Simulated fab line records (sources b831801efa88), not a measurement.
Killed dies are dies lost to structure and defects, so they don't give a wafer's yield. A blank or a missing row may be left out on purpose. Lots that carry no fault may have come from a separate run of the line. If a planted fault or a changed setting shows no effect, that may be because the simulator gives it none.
A struck lot beside a sound one    flow sky130    17 steps out of a route of 708
Sound: the wafers L740.1, L740.4, L740.5. The struck wafers were L759.1, L759.4, L759.6. The cause is given at the end.
Each step with rows lists, per side, the tool, then ch with its chambers, then its first start. Under that, the readings that differ: sound wafers    struck wafers    difference of the means    sigmas: that difference in standard deviations of wafers without a fault.
alike: words and numbers the same on both sides, and readings whose means are apart by under 2 such deviations; not compared: readings that were withheld, readings missing a value for some wafer, numbers with overlapping values and no deviation given by the record, and bounds like >300 which may hide the same value.
Wherever a step has rows on one side only, a row that says differs or no value, or a row with sigmas, the two part there. Non-overlapping numbers with no deviation appear without sigmas and do not part them. A reading missing from all wafers of one side parts the sides only when that side holds two or more wafers.

first, 5 steps without rows for these wafers: SKY_SD_N_COAT_02 (resist thk 1140 nm); SKY_SD_N_SOFTBAKE_03 (time 60 s); SKY_SD_N_EXPOSE_04 (exposes mask NSDM, target cd 380 nm); SKY_SD_N_PEB_05; SKY_SD_N_DEVELOP_06 (develop time 60 s).
SKY_SD_N_CD_MEAS_07 targets a cd of 380 nm.
  sound on cdSem-02, day 29 02:47; struck on cdSem-02, day 35 09:11
  alike: cdNm
SKY_SD_N_OVL_MEAS_08:
  sound on overlay-01, day 29 02:55; struck on overlay-01, day 35 09:19
  alike: SD_N_OVL
then, 2 steps without rows for these wafers: SKY_SD_N_IMPLANT_09; SKY_SD_N_IMPLANT_10.
SKY_SD_N_STRIP_11: strips in O2/N2.
  sound on plasmaAsher-03 ch 0, day 29 03:14; struck on plasmaAsher-02 ch 0,1, day 35 09:38
  alike: drypumpMotorCurrentA, o2FlowSccm, oesProductAu, stripTimeToEndpointS
  not compared: rfHoursCounterH
SKY_SD_N_TW_MEAS_12:
  sound on filmMetro-03, day 29 03:20; struck on filmMetro-02, day 35 09:44
  alike: SD_N_TW
then, 1 step without rows for these wafers: SKY_SD_N_CLEAN_13 (cleans in SC1/SC2, time 150 s).
SKY_SD_N_RTA_14: time 2 s.
  sound on rtpAnneal-01 ch 0, day 29 03:27; struck on rtpAnneal-02 ch 0, day 35 09:51
reading           sound                 struck                difference  sigmas
wafer_temp_C_max  1077.4 1077.0 1078.7  1084.5 1083.1 1083.0  +5.8        +5
  alike: lampPowerPct
SKY_SD_N_RS_MEAS_16: measurement is done with a four-point probe.
  sound on filmMetro-03, day 29 03:38; struck on filmMetro-03, day 35 10:02
reading           sound              struck             difference  sigmas
SD_N_RS (ohm/sq)  68.78 68.80 68.74  67.49 67.62 67.70  -1.17       -7
SKY_SD_N_RS_MEAS_17: measurement is done with a four-point probe.
  sound on filmMetro-03, day 29 03:45; struck on filmMetro-03, day 35 10:09
reading           sound              struck             difference  sigmas
SD_P_RS (ohm/sq)  147.9 147.9 147.8  141.9 142.1 142.4  -5.7        -12
SKY_SD_N_RS_MEAS_18: measurement is done with a four-point probe.
  sound on filmMetro-03, day 29 03:52; struck on filmMetro-03, day 35 10:16
  alike: RES_XHIGH_RS
-- here the record skips 16 days between the struck wafers' starts before and after, leaving off in module SD_N and picking up in module PAD_OPEN (first step shown: number 708 of the route) --
SKY_PAD_OPEN_PROBE_99:
  sound on prober-01, day 46 14:27; struck on prober-02, day 50 23:22
reading                           sound              struck             difference  sigmas
model.etest.resXhighPo.lineOhmUm  5785 5821 5666     5609 5633 5446     -195        
model.etest.resXhighPo.rsOhmSq    2022 2036 2024     1922 1920 1887     -118        
model.etest.resPdiff.lineOhmUm    1353 1388 1357     1291 1280 1301     -75         
model.etest.resHighPo.lineOhmUm   739.5 756.2 735.9  733.1 721.6 720.6  -18.8       
model.etest.liconHighPo.rcOhm     368.4 376.3 352.6  333.3 327.4 321.3  -38.4       
model.etest.resHighPo.rsOhmSq     261.7 262.4 261    254.2 251.6 248.6  -10.2       
model.etest.resPdiffHv.rsOhmSq    190.4 190.3 191.6  180.1 178.2 181.2  -10.9       
model.etest.resPdiff.rsOhmSq      195.7 196.8 197.1  185.8 185.9 185.9  -10.7       
  alike: killed_at_M0_to_M3, killed_at_M4_up, killedAtContacts, killedAtFrontEnd, killedAtOther, killedDies, killedOpen, killedShort

## WHERE THEY PART
First at SKY_SD_N_RTA_14; last, within this record, at SKY_SD_N_RS_MEAS_17. Later steps at which nothing parts them and some readings are alike: SKY_SD_N_RS_MEAS_18, SKY_PAD_OPEN_PROBE_99.

WHY: the cause the simulator had injected
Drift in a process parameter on rtpAnneal-02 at SKY_SD_N_RTA_14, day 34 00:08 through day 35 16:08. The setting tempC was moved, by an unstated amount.
